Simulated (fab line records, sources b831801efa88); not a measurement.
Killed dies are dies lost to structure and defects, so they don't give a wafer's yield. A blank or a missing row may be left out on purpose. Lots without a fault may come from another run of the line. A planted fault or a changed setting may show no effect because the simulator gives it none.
Chamber matching | flow sky130 | SKY_CONTACT_HDPCVD_02 on hdpcvd-01: 3 sister chambers
The step deposits SiO2, target thk 565 nm, time 94.2 s. 22 wafers are shown with their chamber, then 11 later ones without.

WAFERS WITH THEIR CHAMBER
wafer  | chamber | sih4_flow_sccm (sccm)
L369.2 | 0       | 60.36
L369.3 | 1       | 60.06
L369.4 | 1       | 60.07
L372.1 | 1       | 60.21
L372.5 | 2       | 60.15
L372.6 | 1       | 60.25
L374.2 | 0       | 59.87
L374.5 | 2       | 60.24
L374.6 | 0       | 59.81
L376.1 | 2       | 59.78
L376.3 | 0       | 59.95
L376.4 | 1       | 60.12
L377.2 | 0       | 60.02
L377.5 | 0       | 60.02
L377.6 | 2       | 59.98
L379.1 | 0       | 60.12
L379.3 | 2       | 59.94
L379.6 | 2       | 60.02
L378.1 | 2       | 59.56
L378.3 | 0       | 59.89
L378.6 | 2       | 59.87
L388.2 | 0       | 60.03

SIGNATURES (means of the wafers above)
reading        | chamber 0 | chamber 1 | chamber 2 | scatter within a chamber
sih4_flow_sccm | 60.0078   | 60.1420   | 59.9425   | 0.171
Rule: a wafer's distance from a chamber is the root of the sum, over the readings, of the square of ((its reading less the chamber's mean) divided by the reading's scatter). The wafer belongs to the nearest chamber; if the next one is less than 2 further off, it can't be placed. The scatter: the root of (the sum of the squares of (reading less its chamber's mean) over the shown wafers, divided by (wafers less chambers)).

WAFERS WITHOUT THEIR CHAMBER
wafer  | sih4_flow_sccm (sccm)
L388.3 | 60.12
L388.4 | 60.15
L390.3 | 60.22
L390.4 | 60.03
L390.5 | 60.07
L391.1 | 60.00
L391.3 | 59.97
L391.5 | 60.08
L392.1 | 59.89
L392.2 | 60.08
L392.3 | 59.97

WHICH CHAMBER EACH WENT THROUGH
wafer  | from the rows above          | in truth
L388.3 | can't be placed: 1 or 0 or 2 | 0
L388.4 | can't be placed: 1 or 0 or 2 | 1
L390.3 | can't be placed: 1 or 0 or 2 | 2
L390.4 | can't be placed: 0 or 2 or 1 | 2
L390.5 | can't be placed: 0 or 1 or 2 | 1
L391.1 | can't be placed: 0 or 2 or 1 | 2
L391.3 | can't be placed: 2 or 0 or 1 | 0
L391.5 | can't be placed: 1 or 0 or 2 | 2
L392.1 | can't be placed: 2 or 0 or 1 | 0
L392.2 | can't be placed: 1 or 0 or 2 | 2
L392.3 | can't be placed: 2 or 0 or 1 | 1
Placed correctly: 0 of 11. Can't be placed from these rows: 11 (the true chamber is among the candidates in 11). Placed wrongly: 0.
